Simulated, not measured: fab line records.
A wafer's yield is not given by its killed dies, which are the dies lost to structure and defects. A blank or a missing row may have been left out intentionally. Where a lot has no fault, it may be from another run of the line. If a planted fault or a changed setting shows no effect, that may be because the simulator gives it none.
Comparing a struck lot with a sound one | flow sky130 | 15 out of 708 route steps
Sound: these wafers, L272.1, L272.3, L272.4. Wafers struck: L277.1, L277.2, L277.5. At the end, the cause is stated.
Each step with rows lists, per side, the tool, then ch with its chambers, then its first start. Under that, the readings that differ: sound wafers | struck wafers | difference of the means | sigmas: that difference in standard deviations of wafers without a fault.
alike: words and numbers the same on both sides, and readings whose means are apart by under 2 such deviations; not compared: readings that were withheld, readings missing a value for some wafer, numbers with overlapping values and no deviation given by the record, and bounds like >300 which may hide the same value.
The two part at a step that has a row with sigmas, a row that says differs or no value, or rows on one side only. Non-overlapping numbers with no deviation appear without sigmas and do not part them. A reading missing from all wafers of one side parts the sides only when that side holds two or more wafers.

SKY_SONOS_ONO_THK_MEAS_03:
  sound on film metro-01 at day 15 10:43; struck on film metro-03 at day 17 02:47
  alike: SONOS_ONO_CVD_02_THK
then, 1 step without rows for these wafers: SKY_SONOS_ONO_CVD_04 (deposits SiO2 from SiH4/N2O, target thk 5.7199 nm).
SKY_SONOS_ONO_THK_MEAS_05:
  sound on film metro-02 at day 15 12:02; struck on film metro-02 at day 17 04:05
  alike: SONOS_ONO_CVD_04_THK
then, 7 steps without rows for these wafers: SKY_SONOS_ONO_DEHYDRATE_06 (time 60 s); SKY_SONOS_ONO_HMDS_07 (prime time 60 s); SKY_SONOS_ONO_COAT_08 (resist thk 1140 nm); SKY_SONOS_ONO_SOFTBAKE_09 (time 60 s); SKY_SONOS_ONO_EXPOSE_10 (exposes mask ONOM, target cd 410 nm); SKY_SONOS_ONO_PEB_11; SKY_SONOS_ONO_DEVELOP_12 (develop time 60 s).
SKY_SONOS_ONO_CD_MEAS_13: target cd 410 nm.
  sound on cd sem-02 at day 16 15:43; struck on cd sem-02 at day 18 08:22
  alike: cd nm
SKY_SONOS_ONO_OVL_MEAS_14:
  sound on overlay-02 at day 16 15:50; struck on overlay-02 at day 18 08:29
  alike: SONOS_ONO_OVL
SKY_SONOS_ONO_ETCH_15: etches the open film in CHF3/O2, target depth 19.52 nm, time 7.8 s.
  sound on rie diel-02 ch 0,2,3, day 16 15:53; struck on rie diel-04 ch 0,2,3, day 18 08:31
  reading                               | sound             | struck            | difference | sigmas
  oes product au (a.u.)                 | 0.999 1.008 0.992 | 0.949 0.968 0.967 | -0.038     | -4
  rf fwd power W (W)                    | 592 585 587       | 494 489 490       | -97        | -28
  model.etch.depth nm (nm)              | 19.4 19.62 19.17  | 17.99 18.29 18.63 | -1.09      |
  model.SONOS_ONO.feature depth nm (nm) | 19.4 19.62 19.17  | 17.99 18.29 18.63 | -1.09      |
  alike: chamber pressure mTorr, drypump motor current A, throttle valve pct
  not compared: rf hours counter h
then, 1 step without rows for these wafers: SKY_SONOS_ONO_WET_ETCH_16 (etches SiO2 in dHF, target depth 14 nm, time 280 s).
SKY_PAD_OPEN_PROBE_99:
  sound wafers here have rows in the record (prober-01, day 48 15:43); struck ones have none

WHERE THEY PART
At SKY_SONOS_ONO_ETCH_15 first; at SKY_PAD_OPEN_PROBE_99 last (within this record only).

WHY: whatever the simulator had introduced
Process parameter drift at SKY_SONOS_ONO_ETCH_15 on rie diel-04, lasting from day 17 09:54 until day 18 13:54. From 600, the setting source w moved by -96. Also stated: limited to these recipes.
